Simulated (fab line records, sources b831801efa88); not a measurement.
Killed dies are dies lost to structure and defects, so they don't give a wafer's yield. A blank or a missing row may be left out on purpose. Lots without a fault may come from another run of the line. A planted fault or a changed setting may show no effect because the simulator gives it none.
Chamber matching | flow sky130 | SKY_VIA2_ETCH_15 on rie_diel-02: 4 sister chambers
The step etches SiO2 in C4F8/O2/Ar, stops on TiN, target depth 546 nm, time 85.76 s. 14 wafers are shown with their chamber, then 7 later ones without.

WAFERS WITH THEIR CHAMBER
wafer  | chamber | oes_product_au (a.u.)
L075.1 | 0       | 0.940
L075.4 | 1       | 0.934
L075.6 | 1       | 0.940
L077.1 | 3       | 0.939
L077.5 | 2       | 0.934
L077.6 | 3       | 0.936
L082.1 | 3       | 0.937
L082.2 | 2       | 0.935
L082.3 | 0       | 0.932
L082.4 | 1       | 0.937
L082.5 | 2       | 0.937
L082.6 | 1       | 0.934
L083.3 | 0       | 0.932
L083.4 | 3       | 0.937

SIGNATURES (means of the wafers above)
reading        | chamber 0 | chamber 1 | chamber 2 | chamber 3 | scatter within a chamber
oes_product_au | 0.93467   | 0.93625   | 0.93533   | 0.93725   | 0.00277
Rule: a wafer's distance from a chamber is the root of the sum, over the readings, of the square of ((its reading less the chamber's mean) divided by the reading's scatter). The wafer belongs to the nearest chamber; if the next one is less than 2 further off, it can't be placed. The scatter: the root of (the sum of the squares of (reading less its chamber's mean) over the shown wafers, divided by (wafers less chambers)).

WAFERS WITHOUT THEIR CHAMBER
wafer  | oes_product_au (a.u.)
L083.5 | 0.936
L094.1 | 0.933
L094.3 | 0.940
L094.4 | 0.938
L097.1 | 0.933
L097.2 | 0.937
L097.3 | 0.936

WHICH CHAMBER EACH WENT THROUGH
wafer  | from the rows above               | in truth
L083.5 | can't be placed: 1 or 2 or 3 or 0 | 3
L094.1 | can't be placed: 0 or 2 or 1 or 3 | 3
L094.3 | can't be placed: 3 or 1 or 2 or 0 | 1
L094.4 | can't be placed: 3 or 1 or 2 or 0 | 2
L097.1 | can't be placed: 0 or 2 or 1 or 3 | 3
L097.2 | can't be placed: 3 or 1 or 2 or 0 | 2
L097.3 | can't be placed: 1 or 2 or 3 or 0 | 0
Placed correctly: 0 of 7. Can't be placed from these rows: 7 (the true chamber is among the candidates in 7). Placed wrongly: 0.
